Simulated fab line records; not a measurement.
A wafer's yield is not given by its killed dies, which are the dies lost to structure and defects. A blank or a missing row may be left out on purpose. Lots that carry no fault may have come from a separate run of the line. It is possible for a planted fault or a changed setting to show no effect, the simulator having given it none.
Code-filled problem report in 8D (eight disciplines) form :: flow gf180mcu :: the parts of the form that need people (team, actions taken, sign-off) are left out

## 1. WHAT WENT WRONG
At GF_V1_CMP_26, time to endpoint s averages 46.4 s over 3 wafers from 3 lots, while fault-free wafers read 84.0 s, standard deviation 3. Relative to the usual mean, that is a shift of -13 standard deviations.
The step: polishes, stops on SiO2, t overpolish 15 s, target thk 0 nm.
Seen first at day 24 18:40 on cmp-01, wafer L208.6. The record holds 36 wafers of 12 lots with a number at this step. Rule for "out", or "out of limits": more than 4 standard deviations from the usual mean. The other wafers with a number count as sound.

## 2. WHAT THIS IS AND IS NOT
question: which readings at this step
is: time to endpoint s
is not: motor current A, overpolish run s

question: which lots
is: L208, L209, L210
is not: L190, L191, L193, L194, L196, L197, L198, L201, L212

question: which wafers of those lots
is: L208.6, L209.6, L210.6
is not: L208.1, L208.4, L209.1, L209.4, L210.3, L210.5

question: read on which tools
is: cmp-01
is not: cmp-02

question: when
is: from day 24 18:40
is not: up to then (26 sound wafers); but 7 sound wafers of L209, L210, L212 came after

## 3. WHAT RULES OUT EACH SUSPECT
Counting: if a tool at a process step up to the reading ran every lot that is out, it stays a suspect. Sound lots after the first of them don't rule it out here, since some wafers of a struck lot are sound.
- cvd w-02 at GF_V1_CVD_23 (deposits W, target thk 350 nm, time 105.05 s): kept. It ran every lot that is out, first L208 (day 24 18:17); its last sound lot up to then is L198 (day 21 06:54).
- cmp-01 at GF_V1_CMP_26 (polishes, stops on SiO2, t overpolish 15 s, target thk 0 nm): kept. It ran every lot that is out, first L208 (day 24 18:40); its last sound lot up to then is L197 (day 20 21:01). Its own readings are out on those wafers: time to endpoint s.
The count leaves cmp-01 at GF_V1_CMP_26 and cvd w-02 at GF_V1_CVD_23.

## 4. THE CAUSE (what the simulator had put in)
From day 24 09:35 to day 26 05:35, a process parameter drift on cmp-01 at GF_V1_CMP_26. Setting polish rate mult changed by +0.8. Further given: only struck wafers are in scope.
Of the 2 suspects that counting leaves, this tool is one.

## 5. SEQUENCE OF EFFECTS, ordered by route
Each row: a reading whose mean over the struck wafers that have a number lies more than 3 standard deviations from the usual. Only readings whose record carries a usual standard deviation are examined. hours: median over the lots of the time between each lot's start at the first step of this table that gives one and its start at this step. sigmas: the change, counted in usual standard deviations.
hours: 0
step: GF_V1_CMP_26
reading: time to endpoint s
usual: 84.0 s
on struck wafers: 46.4
change: -37.6
sigmas: -13
Here are the process steps it includes:
- GF_V1_CMP_26: polishes, stops on SiO2, t overpolish 15 s, target thk 0 nm.

## 6. HOW IT WOULD HAVE BEEN CAUGHT EARLIER
The fault began at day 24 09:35; the first out-of-limits reading in this record came at day 24 18:40, 9 hours later.
